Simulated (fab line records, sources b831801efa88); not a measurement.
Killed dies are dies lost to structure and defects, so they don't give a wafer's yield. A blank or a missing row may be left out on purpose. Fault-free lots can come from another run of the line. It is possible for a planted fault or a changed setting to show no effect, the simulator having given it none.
Chamber matching | flow sky130 | SKY_CONTACT_ETCH_17 on rie diel-02 has 4 sister chambers
The step etches SiO2 in C4F8/O2/Ar, stops on Si3N4, target depth 340 nm. 16 wafers are shown with their chamber, then 8 later ones without.

WAFERS PAIRED WITH THEIR CHAMBERS
wafer  | chamber | oes product au (a.u.)
L075.2 | 2       | 0.887
L075.3 | 0       | 0.892
L075.4 | 1       | 0.894
L082.1 | 3       | 0.886
L082.2 | 0       | 0.890
L082.5 | 2       | 0.893
L085.1 | 0       | 0.893
L085.3 | 2       | 0.891
L085.4 | 1       | 0.899
L088.1 | 2       | 0.898
L088.2 | 3       | 0.899
L088.5 | 1       | 0.890
L089.1 | 0       | 0.891
L089.4 | 2       | 0.891
L089.6 | 2       | 0.895
L091.1 | 0       | 0.894

SIGNATURES (averages over the wafers above)
reading        | chamber 0 | chamber 1 | chamber 2 | chamber 3 | scatter within a chamber
oes product au | 0.89200   | 0.89433   | 0.89250   | 0.89250   | 0.00415
Rule: distance of a wafer from a chamber = root of the sum over the readings of ((wafer's reading minus chamber's mean) / reading's scatter) squared. If the next closest chamber is less than 2 further off than the closest, the wafer can't be placed; otherwise it belongs to the closest. The scatter: the root of (the sum of the squares of (reading less its chamber's mean) over the shown wafers, divided by (wafers less chambers)).

WAFERS MISSING THEIR CHAMBER
wafer  | oes product au (a.u.)
L091.2 | 0.887
L091.5 | 0.891
L094.1 | 0.888
L094.4 | 0.891
L094.5 | 0.889
L095.2 | 0.892
L095.3 | 0.884
L095.6 | 0.892

THE CHAMBER EACH PASSED THROUGH
wafer  | from the rows above               | in truth
L091.2 | can't be placed: 0 or 2 or 3 or 1 | 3
L091.5 | can't be placed: 0 or 2 or 3 or 1 | 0
L094.1 | can't be placed: 0 or 2 or 3 or 1 | 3
L094.4 | can't be placed: 0 or 2 or 3 or 1 | 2
L094.5 | can't be placed: 0 or 2 or 3 or 1 | 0
L095.2 | can't be placed: 0 or 2 or 3 or 1 | 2
L095.3 | can't be placed: 0 or 2 or 3 or 1 | 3
L095.6 | can't be placed: 0 or 2 or 3 or 1 | 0
Placed correctly: 0 of 8. Cannot be placed on the basis of these rows: 8; the candidates contain the true chamber in 8. Wrongly placed: 0.
